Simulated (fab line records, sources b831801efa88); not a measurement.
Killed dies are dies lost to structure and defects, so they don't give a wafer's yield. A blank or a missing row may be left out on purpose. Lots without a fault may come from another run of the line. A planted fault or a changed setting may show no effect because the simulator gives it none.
A struck lot beside a sound one | flow sky130 | 16 steps out of a route of 708
Sound: wafers L232.1, L232.2, L232.4. Struck: wafers L238.1, L238.2, L238.5. The cause comes at the end.
At each step with rows: each side's tool, then ch and its chambers, then its first start. Under that, the readings that differ: sound wafers | struck wafers | difference of the means | sigmas: that difference in standard deviations of wafers without a fault.
alike: readings whose means differ by less than 2 such deviations, and words and numbers that are the same on both sides. not compared: withheld readings, readings that some wafer has no value for, bounds like >300 that may hide the same value, and numbers for which the record gives no deviation and whose values overlap.
The two part at a step that has a row with sigmas, a row that says differs or no value, or rows on one side only. Numbers that don't overlap but have no deviation are shown without sigmas and don't part them. A reading that every wafer of one side lacks parts them only if that side has two wafers or more.

SKY_FIELD_ISO_STRIP_16: strips in O2/N2.
  sound on plasma_asher-04 ch 0,1, day 2 16:10; struck on plasma_asher-02 ch 0,1, day 3 21:37
  alike: drypump_motor_current_A, n2_flow_sccm, oes_product_au, strip_time_to_endpoint_s
  not compared: rf_hours_counter_h
SKY_FIELD_ISO_ETCH_17: etches Si in HBr/Cl2/O2, target depth 342 nm, time 97.7 s.
  sound on rie_si-01 ch 0,1,2, day 2 16:16; struck on rie_si-01 ch 0,2,3, day 3 21:43
  alike: HBr_flow_sccm, O2_flow_sccm, bias_w, drypump_motor_current_A, oes_product_au, throttle_valve_pct
  not compared: rf_hours_counter_h
then, 5 steps without rows for these wafers: SKY_FIELD_ISO_WET_ETCH_18 (etches Si3N4 in H3PO4, target depth 25 nm, time 286 s); SKY_FIELD_ISO_CLEAN_19 (cleans in SC1/SC2, time 150 s); SKY_FIELD_ISO_CLEAN_20 (cleans in dHF, time 20 s); SKY_FIELD_ISO_WET_ETCH_21 (etches SiO2 in dHF, target depth 20 nm, time 400 s); SKY_FIELD_ISO_OXIDATION_22 (stabilise 600 s, purge 300 s, target thk 10 nm).
SKY_FIELD_ISO_THK_MEAS_23:
  sound on film_metro-01, day 2 19:19; struck on film_metro-03, day 3 23:14
  alike: FIELD_ISO_OXIDATION_01_THK
then, 1 step without rows for these wafers: SKY_FIELD_ISO_CVD_24 (deposits SiO2, target thk 595 nm, time 99.2 s).
SKY_FIELD_ISO_THK_MEAS_25:
  sound on film_metro-02, day 2 19:26; struck on film_metro-03, day 3 23:22
  alike: FIELD_ISO_CVD_24_THK
then, 1 step without rows for these wafers: SKY_FIELD_ISO_ANNEAL_26 (time 1800 s).
SKY_FIELD_ISO_CMP_27: polishes, stops on Si3N4, t overpolish 16 s, target thk 457.8 nm.
  sound on cmp-02 ch 0,1,3, day 2 22:19; struck on cmp-02 ch 0,1,3, day 4 01:59
  alike: motor_current_A, overpolish_run_s, time_to_endpoint_s
SKY_FIELD_ISO_WET_ETCH_28: etches SiO2 in dHF, target depth 23.7 nm, time 47 s.
  sound on wet_bench-02 ch 0, day 2 22:37; struck on wet_bench-03 ch 2, day 4 02:11
  no value came back on the struck wafers for bath_heat_duty_pct (%), run_length_s (s); on the sound wafers bath_heat_duty_pct (%) reads 7.6 7.7 6.7
  reading                                    | sound             | struck            | difference | sigmas
  model.SiO2_of_FIELD_ISO_CVD_24.thk_nm (nm) | 431.7 431.3 433.8 | 457.1 457.3 456.9 | +24.8      |
then, 1 step without rows for these wafers: SKY_FIELD_ISO_WET_ETCH_29 (etches Si3N4 in H3PO4, target depth 160 nm, time 1825 s).
SKY_FIELD_ISO_WET_ETCH_30: etches SiO2 in dHF, target depth 25 nm, time 50 s.
  sound on wet_bench-03 ch 0, day 2 23:12; struck on wet_bench-03 ch 2, day 4 02:46
  reading                                    | sound             | struck            | difference | sigmas
  run_length_s (s)                           | 75 75 75          | 82 82 82          | +7         | +2
  model.SiO2_of_FIELD_ISO_CVD_24.thk_nm (nm) | 402.5 402.1 404.7 | 427.6 427.7 427.6 | +24.5      |
  alike: bath_heat_duty_pct
-- the record jumps here: 44 days lie between the struck wafers' starts before and after (it left off in module FIELD_ISO and takes up again in module PAD_OPEN, whose first step shown is number 708 of the route) --
SKY_PAD_OPEN_PROBE_99:
  sound on prober-02, day 46 05:43; struck on prober-02, day 47 17:05
  reading             | sound    | struck      | difference | sigmas
  killed_at_front_end | 14 10 16 | 420 435 424 | +413       | +90
  killed_dies         | 86 85 87 | 492 492 492 | +406       | +43
  killed_on_rim       | 19 13 20 | 96 96 96    | +79        | +21
  alike: killed_at_M0_to_M3, killed_at_M4_up, killed_at_contacts, killed_at_other, killed_open, killed_short

WHERE THEY PART
First at SKY_FIELD_ISO_WET_ETCH_28; last, within this record, at SKY_PAD_OPEN_PROBE_99.

WHY: what the simulator had put in
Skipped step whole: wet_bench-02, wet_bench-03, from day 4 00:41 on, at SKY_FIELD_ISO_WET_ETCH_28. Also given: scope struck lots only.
